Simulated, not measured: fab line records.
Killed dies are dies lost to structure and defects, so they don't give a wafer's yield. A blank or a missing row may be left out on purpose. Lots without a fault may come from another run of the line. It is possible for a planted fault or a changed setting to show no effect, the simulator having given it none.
Commonality check across tools	flow gf180mcu	14 lots and 42 wafers in the sample

REASON IT WAS OPENED
GF_VT_IMPLANT_TW_MEAS_43, reading VT_IMPLANT_4_TW: flagged on 2 of 14 lots. Wafers without a fault read 683.5, standard deviation 2.9.
Rule: a lot is flagged in two cases, either no wafer of it has a number, or all its wafers with numbers fall more than 4 standard deviations from that mean. The rest of the lots are taken to be sound.

lot	measured	on	VT_IMPLANT_4_TW, wafer by wafer	flag
L577	day 7 16:34	film metro-04	683.9 683.8 685.4	
L578	day 7 21:47	film metro-03	682.5 681.7 678.1	
L579	day 8 04:01	film metro-02	682.9 684.0 686.1	
L580	day 8 09:34	film metro-02	684.3 683.0 682.6	
L581	day 8 14:34	film metro-03	679.9 682.6 679.1	
L583	day 9 02:42	film metro-03	682.5 679.4 678.8	
L585	day 9 17:09	film metro-04	684.6 685.8 684.7	
L590	day 11 05:44	film metro-03	704.0 702.1 704.3	FLAGGED
L592	day 11 17:40	film metro-04	704.6 706.9 704.8	FLAGGED
L594	day 12 09:32	film metro-03	679.6 677.9 680.5	
L595	day 12 16:16	film metro-03	685.5 683.3 684.4	
L596	day 13 01:09	film metro-02	682.8 685.1 684.6	
L598	day 13 11:58	film metro-03	688.1 682.2 683.0	
L600	day 14 02:13	film metro-03	683.2 679.5 681.5	
The numbers of the flagged lots are 704.5 on average: +21.0 against the usual, or +7 standard deviations.

EACH LOT AND THE TOOL IT RAN ON
The record keeps 1 process step preceding the reading, out of 602 steps on the route. Read each cell as the tool, then ch plus the chambers that the sampled wafers visited, then the start.
lot	flag	GF_VT_IMPLANT_IMPLANT_41
L577		implanter-02 ch 0, day 7 16:19
L578		implanter-02 ch 0, day 7 21:32
L579		implanter-04 ch 0, day 8 03:47
L580		implanter-04 ch 0, day 8 09:20
L581		implanter-01 ch 0, day 8 14:19
L583		implanter-01 ch 0, day 9 02:29
L585		implanter-01 ch 0, day 9 16:56
L590	FLAGGED	implanter-01 ch 0, day 11 05:30
L592	FLAGGED	implanter-01 ch 0, day 11 17:25
L594		implanter-02 ch 0, day 12 09:17
L595		implanter-04 ch 0, day 12 16:02
L596		implanter-04 ch 0, day 13 00:55
L598		implanter-04 ch 0, day 13 11:45
L600		implanter-04 ch 0, day 14 01:58
What these steps do:
- GF_VT_IMPLANT_IMPLANT_41
- GF_VT_IMPLANT_TW_MEAS_43

FLAGGED AGAINST TOTAL, ONE TOOL AT A TIME (gauges that did the reading follow at the end)
step	tool	lots run	flagged	share of the flagged lots	sound lots run after its first flagged lot
GF_VT_IMPLANT_IMPLANT_41	implanter-01	5	2	all	0
GF_VT_IMPLANT_IMPLANT_41	implanter-02	3	0	none	-
GF_VT_IMPLANT_IMPLANT_41	implanter-04	6	0	none	-
GF_VT_IMPLANT_TW_MEAS_43	film metro-02	3	0	none	-
GF_VT_IMPLANT_TW_MEAS_43	film metro-03	8	1	some	4 (L594,L595,L598,L600)
GF_VT_IMPLANT_TW_MEAS_43	film metro-04	3	1	some	0

WHAT THE TABLE PERMITS
In the table, 1 row covers all flagged lots: implanter-01 at GF_VT_IMPLANT_IMPLANT_41.
- implanter-01 at GF_VT_IMPLANT_IMPLANT_41: 2 of its 5 lots flagged. It ran its last sound lot, L585, at day 9 16:56 and its first flagged lot, L590, at day 11 05:30: a fault with its onset between the two fits. Its own readings (dose ions cm2) fall more than 4 standard deviations out on all wafers of the flagged lots.
Just one tool remains: implanter-01 at GF_VT_IMPLANT_IMPLANT_41.

WHAT THE SIMULATOR HAD INSERTED
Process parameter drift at GF_VT_IMPLANT_IMPLANT_41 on implanter-01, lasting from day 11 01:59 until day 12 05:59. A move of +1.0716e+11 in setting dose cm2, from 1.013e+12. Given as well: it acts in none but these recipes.
Lots struck among those shown: L590, L592. The same result came from the rule above.
